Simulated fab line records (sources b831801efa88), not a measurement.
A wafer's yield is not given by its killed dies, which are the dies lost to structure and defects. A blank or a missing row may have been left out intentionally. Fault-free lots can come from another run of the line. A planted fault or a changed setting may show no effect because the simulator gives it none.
fab line records	flow sky130
[record] lots = 12	wafers = 36	last-day = 50
route steps=708 shown SONOS_ONO@183 GATE_OXIDE@188 POLY_GATE@205 PAD_OPEN@708
lots with no fault: from the same line, run without faults
start-h: the number of hours between the record's first day and the start of the first shown wafer of the lot	wait-h: time in hours since the lot's previous step	" same as the row above	L1.1+2: one row covering several wafers at once	- no value present, or no start provided	* or withheld: withheld	< > ~ a bound
route shown NAME@n: NAME is a module with steps in the file, n the number in the route of the first one	usual: the fault-free wafers' mean and standard deviation	same: alike in all rows	chamber/n: place in a boat	sites: each site's reading	_std_site: how widely they spread, as a standard deviation	_edge_site: inner sites' mean taken away from outer sites' mean	radius-mm: for every site, how far away it sits from the centre of the wafer	mask NAME#n: copy n	behind: tool/chamber where the wafer was last shaped	hold: why the lot was held/for how many hours/how that ended	device: the transistor (n, p or np) that didn't switch	end of line: tests run on the same wafers once the route is complete	a step given without rows: its recipe and nothing more	killed: at the first sort, the dies lost to defects and structure; wafer yield is something else	map: a wafer's dies, x killed, . not, _ none there
set.NAME: the setting the step ran with; set.NAME@STEP: the setting that earlier step ran with	model.NAME: the simulator's own value behind a step, which no gauge read
the route's steps for a sample of lots (tables are steps, rows are wafers)
services: the hour from which a tool's chamber was out of use, counted from the record's first day as start-h (under 0 if before that day), plus the number of hours and why
[[steps]]
[step SKY_SONOS_ONO_ETCH_15]
[recipe] target-depth-nm = 19.52	chemistry = CHF3/O2	source-w = 600	bias-w = 200	pressure-mtorr = 40	chf3-flow-sccm = 50	O2_flow_sccm = 5	time-s = 7.8
[usual] O2_flow_sccm = 5.000/0.014	drypump-motor-current-A = 5.8/0.32	oes-product-au = 1.001/0.0091	throttle-valve-pct = 8.825/0.0095
[same] time-s = 7.8
lot.wafer	tool	chamber	start-h	wait-h	O2_flow_sccm	drypump-motor-current-A	oes-product-au	rf-hours-counter-h	throttle-valve-pct
L155.1	rie-diel-03	2	280.60	0.0	4.986	6.5	0.990	57	8.837
L155.3	"	3	"	"	4.986	5.6	0.992	4	8.830
L155.5	"	3	"	"	5.004	5.6	0.995	-	8.823
L156.1	rie-diel-03	1	289.24	0.0	5.024	5.8	0.993	87	8.837
L156.3	"	0	"	"	4.995	5.7	1.006	111	8.825
L156.4	"	0	"	"	5.002	5.7	1.005	-	8.832
L158.2	rie-diel-02	1	303.24	0.0	5.011	5.8	1.001	1	8.820
L158.3	"	2	"	"	5.019	5.7	1.001	11	8.810
L158.5	"	1	"	"	5.020	5.7	0.999	-	8.812
L164.1	rie-diel-04	1	353.49	0.0	5.010	5.5	1.010	86	8.817
L164.3	"	0	"	"	4.980	6.2	1.012	9	8.825
L164.4	"	2	"	"	5.014	5.4	1.015	63	8.828
L166.2	rie-diel-04	2	372.94	0.0	4.998	5.5	1.010	63	8.842
L166.3	"	3	"	"	5.001	5.4	0.991	9	8.830
L166.5	"	3	"	"	5.005	5.4	0.999	-	8.840
L167.1	rie-diel-04	0	377.84	0.0	4.974	6.2	1.019	9	8.820
L167.5	"	3	"	"	5.024	5.5	0.998	-	8.816
L167.6	"	0	"	"	5.007	6.1	1.014	-	8.841
L172.1	rie-diel-04	3	444.39	0.0	5.001	5.4	0.999	10	8.822
L172.5	"	3	"	"	4.989	5.4	0.997	-	8.827
L172.6	"	2	"	"	4.986	5.5	1.011	-	8.818
L173.2	rie-diel-03	0	458.49	0.0	5.001	5.7	1.004	1	8.812
L173.3	"	2	"	"	4.989	6.5	0.998	61	8.832
L173.6	"	0	"	"	5.000	5.7	0.995	-	8.811
L176.3	rie-diel-02	1	459.64	0.0	4.985	5.7	1.004	4	8.845
L176.4	"	3	"	"	5.013	6.2	0.988	12	8.805
L176.5	"	3	"	"	4.985	6.1	0.989	-	8.818
L175.2	rie-diel-03	2	466.99	0.0	4.969	6.5	0.997	61	8.842
L175.3	"	0	"	"	5.004	5.7	0.999	1	8.824
L175.5	"	1	"	"	4.996	5.8	1.008	-	8.814
L177.2	rie-diel-03	0	473.19	0.0	5.015	5.7	1.001	1	8.837
L177.3	"	3	"	"	4.994	5.6	1.003	8	8.826
L177.4	"	2	"	"	4.989	6.5	0.998	61	8.825
L178.4	rie-diel-02	1	479.09	0.0	5.032	5.7	1.003	5	8.830
L178.5	"	0	"	"	5.017	6.0	0.995	-	8.822
L178.6	"	1	"	"	5.021	5.8	1.002	-	8.834
[step SKY_GATE_OXIDE_OXIDATION_01]
[recipe] temp-c = 900	ambient = O2	stabilise-s = 600	purge-s = 300	target-thk-a = 102.68	ox-time-s = 1473
[usual] ox-temp-c-max = 904.3/1	zone-power-upper-pct = 19.8/0.65
lot.wafer	tool	chamber	start-h	wait-h	ox-temp-c-max	zone-power-upper-pct
L155.1	furnace-02	0	282.02	1.1	904.3	18.8
L155.3	"	0	"	"	905.0	19.2
L155.5	"	0	"	"	904.6	19.1
L156.1	furnace-01	0	289.56	0.0	904.0	20.3
L156.3	"	0	"	"	903.6	20.5
L156.4	"	0	"	"	904.3	20.5
L158.2	furnace-02	0	304.78	1.2	904.4	18.7
L158.3	"	0	"	"	903.5	19.0
L158.5	"	0	"	"	906.6	19.1
L164.1	furnace-02	0	354.52	0.7	905.2	19.0
L164.3	"	0	"	"	904.2	19.0
L164.4	"	0	"	"	904.8	19.2
L166.2	furnace-01	0	373.27	0.0	903.9	20.8
L166.3	"	0	"	"	904.1	20.3
L166.5	"	0	"	"	904.2	20.2
L167.1	furnace-01	0	378.16	0.0	904.0	19.9
L167.5	"	0	"	"	903.9	20.4
L167.6	"	0	"	"	903.3	20.5
L172.1	furnace-02	0	445.57	0.9	906.4	19.5
L172.5	"	0	"	"	906.3	19.0
L172.6	"	0	"	"	904.5	19.0
L173.2	furnace-01	0	458.88	0.1	903.3	19.9
L173.3	"	0	"	"	904.2	20.3
L173.6	"	0	"	"	903.8	20.5
L176.3	furnace-01	0	460.28	0.3	903.1	20.2
L176.4	"	0	"	"	903.2	20.2
L176.5	"	0	"	"	904.2	20.3
L175.2	furnace-01	0	467.31	0.0	903.5	20.0
L175.3	"	0	"	"	902.6	20.2
L175.5	"	0	"	"	904.2	20.1
L177.2	furnace-01	0	473.51	0.0	904.0	20.1
L177.3	"	0	"	"	904.5	20.4
L177.4	"	0	"	"	903.5	20.5
L178.4	furnace-01	0	479.63	0.2	903.3	19.9
L178.5	"	0	"	"	904.5	20.6
L178.6	"	0	"	"	904.0	20.4
[step SKY_GATE_OXIDE_THK_MEAS_02]
[recipe] reads = SiO2_of_GATE_OXIDE_OXIDATION_01
[usual] GATE_OXIDE_OXIDATION_00_THK = 10.18/0.22
lot.wafer	tool	chamber	start-h	wait-h	hold	GATE_OXIDE_OXIDATION_00_THK[nm]
L155.1	film-metro-04	-	283.43	0.0	-	10.26
L155.3	"	-	"	"	-	10.19
L155.5	"	-	"	"	-	10.29
L156.1	film-metro-04	-	290.96	0.0	-	10.25
L156.3	"	-	"	"	-	10.11
L156.4	"	-	"	"	-	10.15
L158.2	film-metro-03	-	306.20	0.0	-	10.16
L158.3	"	-	"	"	-	10.17
L158.5	"	-	"	"	-	10.21
L164.1	film-metro-03	-	355.93	0.0	-	10.29
L164.3	"	-	"	"	-	10.39
L164.4	"	-	"	"	-	10.24
L166.2	film-metro-04	-	374.69	0.0	await-dispo/0.2h/release	11.74
L166.3	"	-	"	"	await-dispo/0.2h/release	11.61
L166.5	"	-	"	"	await-dispo/0.2h/release	11.79
L166.2	film-metro-04	-	374.92	0.2	-	11.73
L166.3	"	-	"	"	-	11.59
L166.5	"	-	"	"	-	11.81
L167.1	film-metro-03	-	379.57	0.0	await-dispo/0.2h/release	11.16
L167.5	"	-	"	"	await-dispo/0.2h/release	11.38
L167.6	"	-	"	"	await-dispo/0.2h/release	11.42
L167.1	film-metro-03	-	379.80	0.2	-	11.19
L167.5	"	-	"	"	-	11.36
L167.6	"	-	"	"	-	11.37
L172.1	film-metro-01	-	447.01	0.0	-	10.24
L172.5	"	-	"	"	-	10.29
L172.6	"	-	"	"	-	10.10
L173.2	film-metro-01	-	460.29	0.0	-	10.02
L173.3	"	-	"	"	-	10.01
L173.6	"	-	"	"	-	10.06
L176.3	film-metro-01	-	461.71	0.0	-	10.31
L176.4	"	-	"	"	-	10.14
L176.5	"	-	"	"	-	10.18
L175.2	film-metro-03	-	468.73	0.0	-	10.35
L175.3	"	-	"	"	-	10.31
L175.5	"	-	"	"	-	10.49
L177.2	film-metro-03	-	474.93	0.0	-	10.04
L177.3	"	-	"	"	-	10.02
L177.4	"	-	"	"	-	9.87
L178.4	film-metro-03	-	481.07	0.0	-	10.24
L178.5	"	-	"	"	-	10.21
L178.6	"	-	"	"	-	10.30
[step SKY_POLY_GATE_THK_MEAS_01]
[recipe] reads = poly-Si_of_POLY_GATE_CVD_00
[usual] POLY_GATE_CVD_00_THK = 179.3/1.8
lot.wafer	tool	chamber	start-h	wait-h	POLY_GATE_CVD_00_THK[nm]
L155.1	film-metro-01	-	312.17	0.0	177.3
L155.3	"	-	"	"	178.1
L155.5	"	-	"	"	177.0
L156.1	film-metro-03	-	322.72	0.0	177.4
L156.3	"	-	"	"	177.6
L156.4	"	-	"	"	178.0
L158.2	film-metro-01	-	335.80	0.0	177.5
L158.3	"	-	"	"	177.4
L158.5	"	-	"	"	177.9
L164.1	film-metro-03	-	388.87	0.0	179.2
L164.3	"	-	"	"	178.7
L164.4	"	-	"	"	179.2
L166.2	film-metro-02	-	412.52	0.0	178.8
L166.3	"	-	"	"	181.1
L166.5	"	-	"	"	180.1
L167.1	film-metro-02	-	417.39	0.0	180.2
L167.5	"	-	"	"	180.0
L167.6	"	-	"	"	180.3
L172.1	film-metro-02	-	481.05	0.0	182.3
L172.5	"	-	"	"	181.3
L172.6	"	-	"	"	182.4
L173.2	film-metro-01	-	493.42	0.0	181.4
L173.3	"	-	"	"	180.5
L173.6	"	-	"	"	180.5
L176.3	film-metro-02	-	494.97	0.0	179.9
L176.4	"	-	"	"	181.0
L176.5	"	-	"	"	181.1
L175.2	film-metro-01	-	501.58	0.0	180.2
L175.3	"	-	"	"	177.0
L175.5	"	-	"	"	178.6
L177.2	film-metro-01	-	516.91	0.0	181.0
L177.3	"	-	"	"	180.5
L177.4	"	-	"	"	179.5
L178.4	film-metro-01	-	520.21	0.0	180.4
L178.5	"	-	"	"	180.3
L178.6	"	-	"	"	180.0
[step SKY_POLY_GATE_THK_MEAS_21]
[recipe] reads = SiO2_of_POLY_GATE_OXIDATION_20
[usual] POLY_GATE_OXIDATION_THK = 3.96/0.087
lot.wafer	tool	chamber	start-h	wait-h	POLY_GATE_OXIDATION_THK[nm]
L155.1	film-metro-03	-	371.01	0.0	4.04
L155.3	"	-	"	"	4.06
L155.5	"	-	"	"	4.02
L156.1	film-metro-02	-	382.01	0.0	3.86
L156.3	"	-	"	"	3.90
L156.4	"	-	"	"	3.87
L158.2	film-metro-03	-	396.38	0.0	3.86
L158.3	"	-	"	"	3.80
L158.5	"	-	"	"	3.82
L164.1	film-metro-01	-	453.91	0.0	4.08
L164.3	"	-	"	"	4.00
L164.4	"	-	"	"	4.05
L166.2	film-metro-02	-	472.79	0.0	3.94
L166.3	"	-	"	"	3.92
L166.5	"	-	"	"	3.95
L167.1	film-metro-03	-	475.43	0.0	4.01
L167.5	"	-	"	"	4.05
L167.6	"	-	"	"	3.99
L172.1	film-metro-02	-	553.00	0.0	4.06
L172.5	"	-	"	"	4.11
L172.6	"	-	"	"	4.06
L173.2	film-metro-02	-	557.28	0.0	3.94
L173.3	"	-	"	"	3.97
L173.6	"	-	"	"	3.94
L176.3	film-metro-03	-	557.35	0.1	4.04
L176.4	"	-	"	"	3.97
L176.5	"	-	"	"	3.91
L175.2	film-metro-02	-	561.48	0.0	3.91
L175.3	"	-	"	"	4.09
L175.5	"	-	"	"	3.95
L177.2	film-metro-01	-	581.42	0.0	4.07
L177.3	"	-	"	"	3.96
L177.4	"	-	"	"	3.95
L178.4	film-metro-03	-	586.46	0.0	3.89
L178.5	"	-	"	"	3.95
L178.6	"	-	"	"	3.96
[step SKY_PAD_OPEN_PROBE_99]
[usual] killed_at_M0_to_M3 = 43/6.9	killed_at_M4_up = 3.1/1.9	killed-at-contacts = 24/5.4	killed-at-front-end = 14/4.3	killed-at-other = 0.3/0.53	killed-dies = 84/9.5	killed-open = 46/6.8	killed-short = 38/6
[same] gross-dies = 492	killed-at-back-side = 0
lot.wafer	tool	chamber	start-h	wait-h	killed_at_M0_to_M3	killed_at_M4_up	killed-at-contacts	killed-at-front-end	killed-at-other	killed-dies	killed-open	killed-short
L167.1	prober-02	-	1143.76	0.1	46	3	22	9	0	80	38	41
L167.5	prober-02	-	1143.96	0.2	39	4	20	12	1	76	37	39
L167.6	prober-02	-	1144.01	0.2	50	4	18	15	1	88	49	39
// killed by level:class
L167.1 VIA1:geometric-particle:open=9 LI_CONTACT:geometric-particle:open=7 VIA2:geometric-particle:open=6 METAL1:geometric-particle:short=6 CONTACT:geometric-particle:open=5 VIA1:geometric-particle:short=5 VIA2:geometric-particle:short=5 VIA3:geometric-particle:open=5
L167.5 VIA1:geometric-particle:open=11 METAL2:geometric-particle:short=8 VIA3:geometric-particle:open=7 CONTACT:geometric-particle:short=6 METAL1:geometric-particle:short=6 CONTACT:geometric-particle:open=5 POLY_GATE:geometric-particle:open=4 LI_CONTACT:geometric-particle:short=4
L167.6 VIA2:geometric-particle:open=9 CONTACT:geometric-particle:open=9 VIA1:geometric-particle:open=9 VIA1:geometric-particle:short=6 VIA3:geometric-particle:short=5 VIA3:geometric-particle:open=4 POLY_GATE:geometric-particle:open=4 POLY_GATE:geometric-particle:short=4
[[services]]
tool	chamber	start-h	hours	kind
furnace-01	-	258.11	3.5	pm
rie-diel-04	-	270.81	37.8	repair
rie-diel-04	2	273.96	5.7	repair
rie-diel-04	0	274.08	5.6	repair
rie-diel-04	1	284.66	15.2	repair
rie-diel-03	3	288.29	3.5	repair
furnace-02	-	288.66	3.5	pm
rie-diel-02	1	288.96	4.0	repair
rie-diel-02	1	304.16	1.3	repair
rie-diel-02	1	306.64	8.2	repair
rie-diel-04	1	310.73	2.6	repair
rie-diel-03	0	318.26	10.7	repair
rie-diel-03	2	324.32	6.4	repair
furnace-01	-	327.61	3.9	pm
furnace-02	-	334.59	5.2	pm
rie-diel-03	3	341.65	11.4	repair
rie-diel-03	2	345.92	3.9	repair
furnace-02	-	364.56	3.8	pm
rie-diel-03	0	378.66	-	clean
rie-diel-02	1	390.47	6.5	repair
furnace-01	-	426.89	4.2	pm
furnace-01	-	434.03	3.1	pm
rie-diel-04	-	458.20	2.6	repair
rie-diel-04	1	460.96	2.5	repair
[[key]]
[first-sign] step = SKY_GATE_OXIDE_THK_MEAS_02	reading = visit	direction = added
[effect] step = SKY_GATE_OXIDE_THK_MEAS_02	reading = GATE_OXIDE_OXIDATION_00_THK	direction = up	sigmas = 6.1	usual = 10.18	struck = 11.52
met-at SKY_GATE_OXIDE_OXIDATION_01
struck-lots L166,L167
tester-left-out L166,L167
not-acting-at SKY_SONOS_ONO_ETCH_15,SKY_POLY_GATE_THK_MEAS_01,SKY_POLY_GATE_THK_MEAS_21
onset-between 289.56 373.27
[fault] kind = process-parameter-drift	tool = furnace-01	chamber = -	onset-h = 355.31	steps = SKY_GATE_OXIDE_OXIDATION_01	channel = ox-time-s	offset = *	shape = step	end-h = 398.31	acts-in = *	stated = *
// tester-left-out: of these lots the tester's yield and bins aren't shown, on N5 and GAA mostly nor the transistor test; their killed dies are dies lost to structure and defects alone, not to doping, threshold or leakage, so they don't give the yield
